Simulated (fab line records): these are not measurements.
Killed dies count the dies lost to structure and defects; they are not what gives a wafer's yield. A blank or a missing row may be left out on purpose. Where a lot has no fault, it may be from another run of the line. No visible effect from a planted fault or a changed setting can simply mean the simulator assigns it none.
Which of the tools did it? :: flow gf180mcu :: 17 wafers from 6 lots sampled at 2 of the route's 602 steps

== WHAT THE GAUGES SHOWED, per wafer ==
GF_VT_IMPLANT_RS_MEAS_48: the measuring method here is four-point-probe.
lot: L252
measured: day 8 03:15
on: film metro-01
LVPWELL_RS (ohm/sq): 1200.6 1198.8 1197.5

lot: L254
measured: day 8 15:41
on: film metro-03
LVPWELL_RS (ohm/sq): 1192.4 1194.2 1192.0

lot: L257
measured: day 9 19:16
on: film metro-04
LVPWELL_RS (ohm/sq): 1197.1 1197.5 1196.0

lot: L265
measured: day 11 20:16
on: film metro-03
LVPWELL_RS (ohm/sq): 1090.0 1199.4

lot: L268
measured: day 12 22:13
on: film metro-03
LVPWELL_RS (ohm/sq): 1087.8 1197.2 1194.5

lot: L271
measured: day 13 20:17
on: film metro-01
LVPWELL_RS (ohm/sq): 1196.5 1196.2 1197.5

== WHAT TOOL EACH LOT RAN ON (gives the tool, then ch and the chambers of the sampled wafers, and finally the start) ==
lot: L252
GF_LVPWELL_IMPLANT_08: implanter-02 ch 0, day 4 09:21

lot: L254
GF_LVPWELL_IMPLANT_08: implanter-02 ch 0, day 4 19:30

lot: L257
GF_LVPWELL_IMPLANT_08: implanter-02 ch 0, day 5 16:36

lot: L265
GF_LVPWELL_IMPLANT_08: implanter-02 ch 0, day 7 09:12

lot: L268
GF_LVPWELL_IMPLANT_08: implanter-02 ch 0, day 8 06:39

lot: L271
GF_LVPWELL_IMPLANT_08: implanter-03 ch 0, day 9 02:43
- GF_LVPWELL_IMPLANT_08

== THE ANSWER, worked out from the rows above alone ==
Rule: usual is defined by the lots themselves. The widest of any qualifying gaps counts: lots, ordered by their means at a reading, are off when they make up no more than a third of the lots, leave a main group of 4 or more, and stand apart from it by 3 or more times the standard deviation of that group's means. A main group whose means are all the same, to the digits that the tables above print for the reading, isn't used. A lot without any number at a reading at which 4 lots or more have one is off too. The other lots that the step has rows for count as sound.
Off: at GF_VT_IMPLANT_RS_MEAS_48 (LVPWELL_RS), L265, L268. The main group has a mean of 1196.4 ohm/sq with a standard deviation of 2.2.
If a tool, at a process step before that reading, ran all the lots that are off and no sound lot after the first of them, it fits. Gauges at GF_VT_IMPLANT_RS_MEAS_48: tried the same way as those tools. Undecided on this evidence; 2 tools fit (implanter-02 at GF_LVPWELL_IMPLANT_08, film metro-03 at GF_VT_IMPLANT_RS_MEAS_48).

== WHAT THE SIMULATOR HAD PUT IN ==
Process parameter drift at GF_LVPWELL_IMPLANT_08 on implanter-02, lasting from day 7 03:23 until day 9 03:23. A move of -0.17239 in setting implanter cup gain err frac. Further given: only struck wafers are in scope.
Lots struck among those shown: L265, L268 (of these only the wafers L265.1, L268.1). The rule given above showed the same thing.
